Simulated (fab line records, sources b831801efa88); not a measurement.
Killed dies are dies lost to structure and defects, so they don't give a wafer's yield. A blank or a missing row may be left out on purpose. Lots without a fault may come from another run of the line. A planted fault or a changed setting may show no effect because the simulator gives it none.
Which tool did it? | flow gf180mcu | 14 lots, 42 wafers sampled, at 3 steps of a route of 602

WHAT THE GAUGES READ, wafer by wafer
GF_CONTACT_BOW_MEAS_05.
lot  | measured     | on            | CONTACT_BOW (um)
L986 | day 15 02:23 | film_metro-04 | 70 68 61
L988 | day 15 21:02 | film_metro-01 | 55 71 63
L990 | day 16 17:13 | film_metro-01 | 57 68 61
L992 | day 17 02:46 | film_metro-03 | 66 58 89
L993 | day 17 21:50 | film_metro-01 | 70 46 68
L994 | day 18 04:26 | film_metro-03 | 55 58 58
L995 | day 18 05:37 | film_metro-03 | 64 69 77
L997 | day 19 03:47 | film_metro-04 | 53 62 63
L998 | day 19 23:16 | film_metro-04 | 64 53 58
L100 | day 20 04:44 | film_metro-04 | 67 62 55
L103 | day 21 04:36 | film_metro-03 | 69 58 64
L107 | day 22 11:47 | film_metro-04 | 68 66 75
L108 | day 23 04:26 | film_metro-03 | 63 69 62
L109 | day 23 08:29 | film_metro-03 | 58 61 61

GF_CONTACT_OVL_MEAS_15.
lot  | measured     | on         | CONTACT_OVL (nm)
L986 | day 16 00:41 | overlay-02 | -1 6 -2
L988 | day 16 19:44 | overlay-02 | -2 -4 -2
L990 | day 17 15:57 | overlay-01 | 8 9 -1
L992 | day 18 02:12 | overlay-02 | -5 1 -8
L993 | day 18 22:00 | overlay-02 | 10 -2 2
L994 | day 19 04:25 | overlay-02 | 6 5 11
L995 | day 19 06:03 | overlay-01 | -6 -3 -1
L997 | day 20 04:12 | overlay-01 | -8 -8 -11
L998 | day 20 23:43 | overlay-02 | -1 10 1
L100 | day 21 04:16 | overlay-02 | 7 5 5
L103 | day 22 04:24 | overlay-01 | -1 4 1
L107 | day 23 10:28 | overlay-02 | -5 -2 0
L108 | day 24 02:53 | overlay-01 | 2 -2 3
L109 | day 24 07:11 | overlay-01 | 2 2 2

WHICH TOOL RAN EACH LOT (tool, then ch and the chambers of the sampled wafers, then the start)
lot  | GF_SALICIDE_RTA_08
L986 | rtp_anneal-01 ch 0, day 15 01:46
L988 | rtp_anneal-01 ch 0, day 15 20:23
L990 | rtp_anneal-02 ch 0, day 16 16:35
L992 | rtp_anneal-02 ch 0, day 17 02:05
L993 | rtp_anneal-02 ch 0, day 17 21:13
L994 | rtp_anneal-02 ch 0, day 18 02:15
L995 | rtp_anneal-02 ch 0, day 18 04:59
L997 | rtp_anneal-01 ch 0, day 19 03:10
L998 | rtp_anneal-01 ch 0, day 19 22:36
L100 | rtp_anneal-01 ch 0, day 20 04:04
L103 | rtp_anneal-02 ch 0, day 21 03:58
L107 | rtp_anneal-01 ch 0, day 22 11:08
L108 | rtp_anneal-01 ch 0, day 23 03:48
L109 | rtp_anneal-01 ch 0, day 23 07:37
- GF_SALICIDE_RTA_08: time 30 s.

WHAT THE TOOLS THEMSELVES READ (means of the sampled wafers that have a number; where no wafer has one, the mark that the record gives instead)
GF_SALICIDE_RTA_08.
lot  | tool          | lamp_power_pct (%) | wafer_temp_C_max
L986 | rtp_anneal-01 | 17.4               | 804.8
L988 | rtp_anneal-01 | 17.4               | 804.0
L990 | rtp_anneal-02 | 19.7               | 804.2
L992 | rtp_anneal-02 | 19.7               | 804.9
L993 | rtp_anneal-02 | 19.7               | 805.0
L994 | rtp_anneal-02 | 19.7               | 804.0
L995 | rtp_anneal-02 | 19.7               | 804.5
L997 | rtp_anneal-01 | 17.4               | 805.5
L998 | rtp_anneal-01 | 17.4               | 804.4
L100 | rtp_anneal-01 | 17.4               | 804.3
L103 | rtp_anneal-02 | 19.7               | 804.8
L107 | rtp_anneal-01 | 17.4               | 803.9
L108 | rtp_anneal-01 | 17.4               | 804.1
L109 | rtp_anneal-01 | 17.4               | 804.6

THE ANSWER, worked out from the rows above alone
Rule: what is usual is taken from the lots themselves. Put in order of their means at a reading, lots are off if they are a third of the lots or fewer, leave a main group of 4 or more, and stand apart from it by a gap of 3 or more times the standard deviation of the main group's means; of several such gaps the widest counts. A main group whose means are all the same, to the digits that the tables above print for the reading, isn't used. A lot without any number at a reading at which 4 lots or more have one is off too. The other lots that the step has rows for count as sound. The gauges are gone through in route order, then the tools' own readings, and for those a lot's mean is taken as printed above. The first step at which some lot is off is used, and at that step the reading that is off furthest; a lot without a number counts as furthest.
No lot is off at any reading shown: from this, nothing can be told.

WHAT THE SIMULATOR HAD PUT IN
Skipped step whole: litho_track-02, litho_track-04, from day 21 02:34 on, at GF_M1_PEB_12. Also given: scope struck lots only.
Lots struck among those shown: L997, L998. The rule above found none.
